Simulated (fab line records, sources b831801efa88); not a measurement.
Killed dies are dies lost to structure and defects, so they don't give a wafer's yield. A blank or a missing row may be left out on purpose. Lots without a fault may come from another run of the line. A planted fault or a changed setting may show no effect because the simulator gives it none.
fab line records | flow gf180mcu
record lots=24 wafers=72 last_day=34
route steps=602 shown M2@376 MIM@503 M5@534 V5@557
lots that met no fault: from a run of the same line without faults
start_h: hours from the record's first day to the start of the lot's first wafer shown | wait_h: hours since the lot's step before | " the same as in the row above | L1.1+2: a row that stands for several wafers | - no value, or no start given | * or withheld: withheld | < > ~ a bound
route shown NAME@n: a module of which the file shows steps, and the number in the route of the first | usual: mean/standard deviation of fault-free wafers | same: alike in all rows | chamber/n: place in a boat | sites: the reading at each site | _std_site: their standard deviation | _edge_site: outer sites' mean less inner sites' | radius_mm: how far each site lies from the wafer's centre | mask NAME#n: copy n | behind: the tool/chamber that last shaped the wafer | hold: why the lot was held/for how many hours/how that ended | device: the transistor (n, p or np) that didn't switch | end of line: the same wafers' tests at the end of the route | a step without rows: its recipe alone | killed: dies lost to structure and defects at the first sort, not the wafer's yield | map: a wafer's dies, x killed, . not, _ none there
set.NAME: the setting as run; set.NAME@STEP: as run at that earlier step | model.NAME: the simulator's own value behind a step, which no gauge read
steps of the route over a sample of lots; a table a step, a row a wafer
services: from which hour (start_h, from the record's first day; less than 0 if before it) a tool's chamber was out of use, for how many hours, and why
## steps
# step GF_M2_CD_MEAS_14
# recipe target_cd_nm=280
# usual cd_nm=280.1/1.2
# columns lot.wafer tool chamber start_h wait_h cd_nm
L074.1 cd_sem-01 - 435.21 0.1 280.2
L074.4 " - " " 279.4
L074.6 " - " " 278.7
L075.3 cd_sem-02 - 447.50 0.1 279.8
L075.5 " - " " 280.2
L075.6 " - " " 279.5
L076.1 cd_sem-02 - 455.81 0.1 279.8
L076.2 " - " " 279.8
L076.3 " - " " 279.5
L077.1 cd_sem-01 - 464.51 0.1 278.8
L077.2 " - " " 277.3
L077.3 " - " " 278.2
L078.1 cd_sem-02 - 476.26 0.1 279.6
L078.3 " - " " 281.0
L078.5 " - " " 281.1
L079.1 cd_sem-02 - 485.11 0.1 278.3
L079.5 " - " " 277.4
L079.6 " - " " 278.6
L080.3 cd_sem-01 - 488.65 0.1 281.3
L080.4 " - " " 281.8
L080.6 " - " " 281.2
L081.1 cd_sem-01 - 498.06 0.1 281.6
L081.4 " - " " 279.9
L081.6 " - " " 280.0
L082.1 cd_sem-02 - 518.06 0.1 280.9
L082.2 " - " " 280.5
L082.4 " - " " 281.1
L083.3 cd_sem-01 - 519.75 0.1 283.0
L083.5 " - " " 281.5
L083.6 " - " " 281.7
L084.2 cd_sem-01 - 527.98 0.1 278.7
L084.3 " - " " 278.3
L084.5 " - " " 279.9
L085.1 cd_sem-02 - 535.41 0.1 281.0
L085.2 " - " " 281.2
L085.3 " - " " 282.3
L086.1 cd_sem-02 - 549.86 0.1 281.4
L086.2 " - " " 281.1
L086.3 " - " " 280.1
L087.1 cd_sem-02 - 553.86 0.1 281.8
L087.2 " - " " 281.0
L087.4 " - " " 281.6
L088.1 cd_sem-02 - 561.16 0.1 279.9
L088.3 " - " " 279.3
L088.5 " - " " 279.7
L089.1 cd_sem-02 - 566.56 0.1 281.5
L089.2 " - " " 280.1
L089.6 " - " " 281.6
L090.2 cd_sem-02 - 574.03 0.1 278.4
L090.3 " - " " 279.1
L090.4 " - " " 277.7
L091.2 cd_sem-02 - 579.43 0.1 280.3
L091.4 " - " " 281.6
L091.6 " - " " 279.4
L092.1 cd_sem-01 - 589.16 0.1 279.2
L092.5 " - " " 279.0
L092.6 " - " " 278.5
L093.2 cd_sem-02 - 600.48 0.1 281.5
L093.4 " - " " 281.8
L093.6 " - " " 281.1
L094.1 cd_sem-01 - 607.51 0.1 280.1
L094.2 " - " " 280.4
L094.3 " - " " 281.2
L095.1 cd_sem-02 - 613.66 0.1 279.4
L095.4 " - " " 279.1
L095.6 " - " " 280.3
L096.1 cd_sem-01 - 617.06 0.1 277.5
L096.3 " - " " 277.3
L096.5 " - " " 277.9
L097.3 cd_sem-01 - 626.00 0.1 279.7
L097.4 " - " " 280.5
L097.6 " - " " 281.3
# step GF_MIM_SPUTTER_00
# recipe material=Ti target_thk_nm=37.5 arriving_ion_energy_ev=80 substrate_temp_c=200 chamber_pressure_pa=2 power_w=4000 time_s=150
# usual throttle_valve_pct=29.9/1
# columns lot.wafer tool chamber start_h wait_h throttle_valve_pct
L074.1 pvd_sputter-02 - 562.12 0.1 29.5
L074.4 " - " " 30.2
L074.6 " - " " 29.3
L075.3 pvd_sputter-01 - 573.70 0.2 30.3
L075.5 " - " " 30.7
L075.6 " - " " 28.3
L076.1 pvd_sputter-01 - 580.57 0.2 28.1
L076.2 " - " " 30.5
L076.3 " - " " 30.0
L077.1 pvd_sputter-03 - 589.88 0.2 30.1
L077.2 " - " " 31.4
L077.3 " - " " 30.1
L078.1 pvd_sputter-02 - 599.82 0.2 29.3
L078.3 " - " " 30.1
L078.5 " - " " 30.9
L079.1 pvd_sputter-03 - 607.03 0.1 27.5
L079.5 " - " " 30.1
L079.6 " - " " 30.5
L080.3 pvd_sputter-01 - 610.67 0.1 30.1
L080.4 " - " " 29.9
L080.6 " - " " 28.3
L081.1 pvd_sputter-01 - 617.93 0.2 28.5
L081.4 " - " " 31.0
L081.6 " - " " 30.1
L082.1 pvd_sputter-03 - 635.67 0.2 29.9
L082.2 " - " " 31.5
L082.4 " - " " 30.0
L083.3 pvd_sputter-01 - 638.35 0.1 28.1
L083.5 " - " " 30.9
L083.6 " - " " 30.2
L084.2 pvd_sputter-02 - 644.37 0.2 28.8
L084.3 " - " " 29.4
L084.5 " - " " 29.1
L085.1 pvd_sputter-02 - 652.31 0.2 29.0
L085.2 " - " " 29.3
L085.3 " - " " 30.1
L086.1 pvd_sputter-03 - 663.29 0.2 31.5
L086.2 " - " " 27.4
L086.3 " - " " 29.8
L087.1 pvd_sputter-03 - 666.77 0.1 30.0
L087.2 " - " " 30.3
L087.4 " - " " 31.2
L088.1 pvd_sputter-02 - 673.17 0.2 28.8
L088.3 " - " " 30.0
L088.5 " - " " 30.0
L089.1 pvd_sputter-03 - 678.55 0.1 30.0
L089.2 " - " " 27.8
L089.6 " - " " 30.4
L090.2 pvd_sputter-02 - 683.70 0.2 29.1
L090.3 " - " " 30.2
L090.4 " - " " 29.5
L091.2 pvd_sputter-03 - 688.96 0.2 27.9
L091.4 " - " " 31.2
L091.6 " - " " 31.4
L092.1 pvd_sputter-02 - 698.55 0.2 28.8
L092.5 " - " " 29.2
L092.6 " - " " 30.9
L093.2 pvd_sputter-01 - 708.04 0.1 30.1
L093.4 " - " " 29.9
L093.6 " - " " 30.5
L094.1 pvd_sputter-02 - 713.78 0.2 29.3
L094.2 " - " " 31.0
L094.3 " - " " 30.1
L095.1 pvd_sputter-01 - 718.42 0.1 31.0
L095.4 " - " " 30.2
L095.6 " - " " 30.1
L096.1 pvd_sputter-03 - 722.87 0.2 30.3
L096.3 " - " " 31.3
L096.5 " - " " 30.4
L097.3 pvd_sputter-02 - 729.80 0.2 31.0
L097.4 " - " " 29.1
L097.6 " - " " 30.2
# step GF_MIM_SPUTTER_02
# recipe material=AlCu target_thk_nm=450 power_w=10600 time_s=23.9 chamber_pressure_pa=0.4
# usual throttle_valve_pct=29.9/1
# columns lot.wafer tool chamber start_h wait_h throttle_valve_pct
L074.1 pvd_sputter-02 - 562.25 0.0 29.3
L074.4 " - " " 30.2
L074.6 " - " " 29.5
L075.3 pvd_sputter-01 - 573.83 0.0 30.4
L075.5 " - " " 30.9
L075.6 " - " " 28.3
L076.1 pvd_sputter-01 - 580.70 0.0 28.2
L076.2 " - " " 30.0
L076.3 " - " " 30.1
L077.1 pvd_sputter-03 - 590.01 0.0 30.2
L077.2 " - " " 31.5
L077.3 " - " " 30.2
L078.1 pvd_sputter-02 - 599.95 0.0 29.2
L078.3 " - " " 30.1
L078.5 " - " " 31.0
L079.1 pvd_sputter-03 - 607.16 0.0 27.3
L079.5 " - " " 30.0
L079.6 " - " " 30.2
L080.3 pvd_sputter-01 - 610.80 0.0 30.0
L080.4 " - " " 29.8
L080.6 " - " " 28.5
L081.1 pvd_sputter-01 - 618.06 0.0 28.1
L081.4 " - " " 30.8
L081.6 " - " " 30.1
L082.1 pvd_sputter-03 - 635.80 0.0 29.7
L082.2 " - " " 31.5
L082.4 " - " " 30.4
L083.3 pvd_sputter-01 - 638.48 0.0 28.5
L083.5 " - " " 30.9
L083.6 " - " " 30.2
L084.2 pvd_sputter-02 - 644.50 0.0 28.8
L084.3 " - " " 29.3
L084.5 " - " " 29.4
L085.1 pvd_sputter-02 - 652.44 0.0 28.9
L085.2 " - " " 29.3
L085.3 " - " " 30.1
L086.1 pvd_sputter-03 - 663.42 0.0 31.5
L086.2 " - " " 27.5
L086.3 " - " " 30.1
L087.1 pvd_sputter-03 - 666.90 0.0 30.3
L087.2 " - " " 30.0
L087.4 " - " " 31.6
L088.1 pvd_sputter-02 - 673.30 0.0 28.9
L088.3 " - " " 30.0
L088.5 " - " " 30.2
L089.1 pvd_sputter-03 - 678.68 0.0 30.0
L089.2 " - " " 27.7
L089.6 " - " " 30.2
L090.2 pvd_sputter-02 - 683.83 0.0 28.9
L090.3 " - " " 30.2
L090.4 " - " " 29.2
L091.2 pvd_sputter-03 - 689.10 0.0 27.7
L091.4 " - " " 31.5
L091.6 " - " " 31.6
L092.1 pvd_sputter-02 - 698.68 0.0 29.0
L092.5 " - " " 29.3
L092.6 " - " " 30.9
L093.2 pvd_sputter-01 - 708.17 0.0 30.2
L093.4 " - " " 30.2
L093.6 " - " " 30.1
L094.1 pvd_sputter-02 - 713.91 0.0 29.1
L094.2 " - " " 30.6
L094.3 " - " " 29.7
L095.1 pvd_sputter-01 - 718.55 0.0 30.7
L095.4 " - " " 30.0
L095.6 " - " " 30.1
L096.1 pvd_sputter-03 - 723.00 0.0 30.4
L096.3 " - " " 31.4
L096.5 " - " " 30.3
L097.3 pvd_sputter-02 - 729.93 0.0 30.6
L097.4 " - " " 29.4
L097.6 " - " " 29.8
# step GF_M5_OVL_MEAS_08
# usual M5_OVL=2/5.7
# columns lot.wafer tool chamber start_h wait_h M5_OVL[nm]
L074.1 overlay-01 - 605.38 0.1 5
L074.4 " - " " 1
L074.6 " - " " 2
L075.3 overlay-02 - 616.34 0.1 -3
L075.5 " - " " -3
L075.6 " - " " -8
L076.1 overlay-02 - 623.63 0.1 2
L076.2 " - " " 4
L076.3 " - " " 4
L077.1 overlay-01 - 632.13 0.1 -2
L077.2 " - " " 8
L077.3 " - " " -1
L078.1 overlay-01 - 642.07 0.1 3
L078.3 " - " " 7
L078.5 " - " " 7
L079.1 overlay-01 - 648.08 0.1 1
L079.5 " - " " 1
L079.6 " - " " -3
L080.3 overlay-01 - 652.44 0.1 9
L080.4 " - " " 4
L080.6 " - " " 2
L081.1 overlay-01 - 658.23 0.1 -5
L081.4 " - " " 2
L081.6 " - " " 10
L082.1 overlay-02 - 675.37 0.1 9
L082.2 " - " " 6
L082.4 " - " " 12
L083.3 overlay-01 - 677.74 0.1 -4
L083.5 " - " " 4
L083.6 " - " " -1
L084.2 overlay-02 - 683.70 0.1 2
L084.3 " - " " 6
L084.5 " - " " 3
L085.1 overlay-02 - 690.73 0.1 3
L085.2 " - " " 13
L085.3 " - " " -2
L086.1 overlay-01 - 702.38 0.1 4
L086.2 " - " " 7
L086.3 " - " " 4
L087.1 overlay-02 - 706.13 0.1 2
L087.2 " - " " -3
L087.4 " - " " -1
L088.1 overlay-01 - 711.37 0.1 4
L088.3 " - " " -6
L088.5 " - " " -3
L089.1 overlay-01 - 715.78 0.1 6
L089.2 " - " " -11
L089.6 " - " " -8
L090.2 overlay-02 - 721.13 0.1 5
L090.3 " - " " 7
L090.4 " - " " 10
L091.2 overlay-02 - 725.08 0.1 3
L091.4 " - " " -7
L091.6 " - " " -3
L092.1 overlay-01 - 734.23 0.1 -2
L092.5 " - " " -4
L092.6 " - " " 0
L093.2 overlay-02 - 744.68 0.1 8
L093.4 " - " " 10
L093.6 " - " " 6
L094.1 overlay-02 - 748.47 0.1 -6
L094.2 " - " " -6
L094.3 " - " " -5
L095.1 overlay-02 - 753.78 0.1 2
L095.4 " - " " -5
L095.6 " - " " 1
L096.1 overlay-02 - 757.58 0.1 -6
L096.3 " - " " 5
L096.5 " - " " 0
L097.3 overlay-02 - 764.34 0.1 9
L097.4 " - " " 4
L097.6 " - " " -4
# step GF_V5_ETCH_17
# recipe chemistry=C4F8/O2/Ar mask_material=KrF target=SiO2 stop_on=TiN source_w=1500 bias_w=1200 pressure_mtorr=40 c4f8_flow_sccm=withheld O2_flow_sccm=6 Ar_flow_sccm=300 time_s=withheld target_depth_a=8550
# usual oes_product_au=0.860/0.0046
# columns lot.wafer tool chamber start_h wait_h oes_product_au
L074.1 rie_diel-02 1 - - 0.858
L074.4 " 0 " " 0.857
L074.6 " 0 " " 0.860
L075.3 rie_diel-01 2 - - 0.855
L075.5 " 0 " " 0.865
L075.6 " 1 " " 0.867
L076.1 rie_diel-01 3 - - 0.866
L076.2 " 1 " " 0.855
L076.3 " 2 " " 0.855
L077.1 rie_diel-01 3 - - 0.857
L077.2 " 2 " " 0.870
L077.3 " 0 " " 0.860
L078.1 rie_diel-01 0 - - 0.856
L078.3 " 1 " " 0.857
L078.5 " 0 " " 0.861
L079.1 rie_diel-02 0 - - 0.861
L079.5 " 3 " " 0.861
L079.6 " 0 " " 0.862
L080.3 rie_diel-02 1 - - 0.855
L080.4 " 0 " " 0.865
L080.6 " 1 " " 0.860
L081.1 rie_diel-02 0 - - 0.869
L081.4 " 2 " " 0.858
L081.6 " 3 " " 0.857
L082.1 rie_diel-01 3 - - 0.867
L082.2 " 0 " " 0.859
L082.4 " 1 " " 0.857
L083.3 rie_diel-02 3 - - 0.865
L083.5 " 0 " " 0.870
L083.6 " 3 " " 0.857
L084.2 rie_diel-01 3 - - 0.868
L084.3 " 0 " " 0.861
L084.5 " 3 " " 0.854
L085.1 rie_diel-02 1 - - 0.861
L085.2 " 3 " " 0.855
L085.3 " 2 " " 0.863
L086.1 rie_diel-04 2 - - 0.851
L086.2 " 1 " " 0.859
L086.3 " 0 " " 0.857
L087.1 rie_diel-02 0 - - 0.854
L087.2 " 1 " " 0.861
L087.4 " 2 " " 0.858
L088.1 rie_diel-04 3 - - 0.870
L088.3 " 2 " " 0.866
L088.5 " 0 " " 0.858
L089.1 rie_diel-04 0 - - 0.858
L089.2 " 2 " " 0.864
L089.6 " 1 " " 0.859
L090.2 rie_diel-01 0 - - 0.858
L090.3 " 1 " " 0.859
L090.4 " 1 " " 0.846
L091.2 rie_diel-01 1 - - 0.861
L091.4 " 0 " " 0.857
L091.6 " 3 " " 0.857
L092.1 rie_diel-04 2 - - 0.863
L092.5 " 2 " " 0.871
L092.6 " 1 " " 0.864
L093.2 rie_diel-01 3 - - 0.862
L093.4 " 1 " " 0.861
L093.6 " 0 " " 0.862
L094.1 rie_diel-04 0 - - 0.862
L094.2 " 3 " " 0.859
L094.3 " 2 " " 0.855
L095.1 rie_diel-02 1 - - 0.861
L095.4 " 3 " " 0.870
L095.6 " 1 " " 0.863
L096.1 rie_diel-02 1 - - 0.865
L096.3 " 2 " " 0.868
L096.5 " 2 " " 0.861
L097.3 rie_diel-01 0 - - 0.856
L097.4 " 3 " " 0.863
L097.6 " 0 " " 0.865
# step GF_V5_STRIP_18
# recipe chemistry=O2/N2 power_w=1400 pressure_mtorr=1500 platen_temp_c=250 o2_flow_sccm=3000 n2_flow_sccm=300 overash_fraction=0.5
# usual drypump_motor_current_A=5.9/0.32 heater_power_w=337/19 oes_product_au=0.568/0.0049
# columns lot.wafer tool chamber start_h wait_h drypump_motor_current_A heater_power_w oes_product_au rf_hours_counter_h
L074.1 plasma_asher-02 0 627.21 - 6.4 320 0.560 51
L074.4 " 1 " " 5.7 341 0.566 -
L074.6 " 0 " " 6.4 325 0.568 -
L075.3 plasma_asher-03 1 637.90 - 5.4 331 0.568 -
L075.5 " 0 " " 5.7 335 0.573 -
L075.6 " 1 " " 5.3 338 0.566 -
L076.1 plasma_asher-03 1 644.87 - 5.4 341 0.561 81
L076.2 " 0 " " 5.7 324 0.575 81
L076.3 " 0 " " 5.7 321 0.574 -
L077.1 plasma_asher-01 1 653.42 - 5.6 367 0.559 106
L077.2 " 0 " " 6.0 304 0.573 106
L077.3 " 1 " " 5.7 370 0.569 -
L078.1 plasma_asher-03 1 663.42 - 5.4 340 0.569 83
L078.3 " 0 " " 5.7 343 0.567 -
L078.5 " 0 " " 5.7 334 0.565 -
L079.1 plasma_asher-02 0 669.76 - 6.4 322 0.574 56
L079.5 " 1 " " 5.7 350 0.571 -
L079.6 " 0 " " 6.4 326 0.557 -
L080.3 plasma_asher-01 0 673.25 - 6.0 314 0.562 -
L080.4 " 1 " " 5.7 376 0.567 -
L080.6 " 0 " " 6.0 316 0.568 -
L081.1 plasma_asher-01 1 679.37 - 5.7 362 0.567 109
L081.4 " 1 " " 5.7 378 0.565 -
L081.6 " 1 " " 5.7 365 0.571 -
L082.1 plasma_asher-02 1 695.71 - 5.7 356 0.573 58
L082.2 " 0 " " 6.4 325 0.569 58
L082.4 " 1 " " 5.7 350 0.560 -
L083.3 plasma_asher-01 0 698.20 - 6.0 305 0.569 -
L083.5 " 0 " " 6.0 314 0.562 -
L083.6 " 1 " " 5.7 362 0.566 -
L084.2 plasma_asher-01 0 703.66 - 6.0 309 0.563 112
L084.3 " 0 " " 6.0 313 0.576 -
L084.5 " 0 " " 6.0 313 0.572 -
L085.1 plasma_asher-02 1 711.12 - 5.7 356 0.561 60
L085.2 " 0 " " 6.4 322 0.562 60
L085.3 " 0 " " 6.4 319 0.565 -
L086.1 plasma_asher-02 0 721.67 - 6.3 318 0.573 61
L086.2 " 1 " " 5.7 341 0.567 61
L086.3 " 0 " " 6.4 320 0.573 -
L087.1 plasma_asher-01 0 725.62 - 6.0 314 0.571 114
L087.2 " 1 " " 5.6 362 0.561 114
L087.4 " 0 " " 5.9 309 0.570 -
L088.1 plasma_asher-02 0 730.82 - 6.4 320 0.571 62
L088.3 " 1 " " 5.7 350 0.575 -
L088.5 " 1 " " 5.7 354 0.563 -
L089.1 plasma_asher-02 1 735.22 - 5.7 361 0.565 62
L089.2 " 0 " " 6.3 329 0.563 62
L089.6 " 0 " " 6.4 321 0.577 -
L090.2 plasma_asher-02 1 739.78 - 5.7 351 0.571 63
L090.3 " 1 " " 5.7 346 0.571 -
L090.4 " 0 " " 6.4 322 0.576 -
L091.2 plasma_asher-01 0 744.51 - 6.0 324 0.571 0
L091.4 " 0 " " 6.0 336 0.561 -
L091.6 " 1 " " 5.7 383 0.571 -
L092.1 plasma_asher-02 1 752.72 - 5.7 340 0.569 64
L092.5 " 0 " " 6.3 324 0.577 -
L092.6 " 1 " " 5.7 344 0.572 -
L093.2 plasma_asher-02 1 763.11 - 5.7 345 0.561 65
L093.4 " 1 " " 5.7 349 0.569 -
L093.6 " 0 " " 6.4 314 0.576 -
L094.1 plasma_asher-02 0 767.07 - 6.4 329 0.559 66
L094.2 " 1 " " 5.7 354 0.566 66
L094.3 " 0 " " 6.4 318 0.577 -
L095.1 plasma_asher-02 1 771.51 - 5.7 352 0.576 66
L095.4 " 0 " " 6.4 313 0.564 -
L095.6 " 1 " " 5.7 347 0.566 -
L096.1 plasma_asher-02 1 776.07 - 5.7 350 0.562 67
L096.3 " 0 " " 6.3 322 0.563 -
L096.5 " 0 " " 6.3 335 0.572 -
L097.3 plasma_asher-02 1 782.10 - 5.7 353 0.571 -
L097.4 " 0 " " 6.4 316 0.565 -
L097.6 " 1 " " 5.7 352 0.565 -
## services
# columns tool chamber start_h hours kind
rie_diel-04 2 564.30 6.7 repair
rie_diel-01 0 572.73 14.5 repair
rie_diel-02 3 581.49 2.7 repair
pvd_sputter-03 - 617.47 6.1 repair
pvd_sputter-02 3 641.90 - consumable_replace:kit
pvd_sputter-02 3 641.90 18.0 scheduled_down
pvd_sputter-02 3 641.90 18.0 vent_cycle
rie_diel-01 1 651.95 5.6 repair
rie_diel-01 2 653.79 10.1 repair
rie_diel-01 3 673.86 14.1 repair
rie_diel-01 0 678.37 6.3 repair
rie_diel-01 1 680.66 5.2 repair
rie_diel-04 - 703.96 2.8 pm
rie_diel-01 0 704.21 1.5 repair
rie_diel-02 0 705.38 8.8 repair
pvd_sputter-01 - 718.80 7.6 repair
pvd_sputter-01 - 722.76 4.4 repair
plasma_asher-01 - 733.75 9.0 pm
rie_diel-01 2 734.56 14.3 repair
pvd_sputter-02 2 746.21 - consumable_replace:kit
pvd_sputter-02 2 746.21 18.0 scheduled_down
pvd_sputter-02 2 746.21 18.0 vent_cycle
plasma_asher-01 - 754.08 5.6 repair
rie_diel-01 - 776.47 0.8 repair
## key
fault none
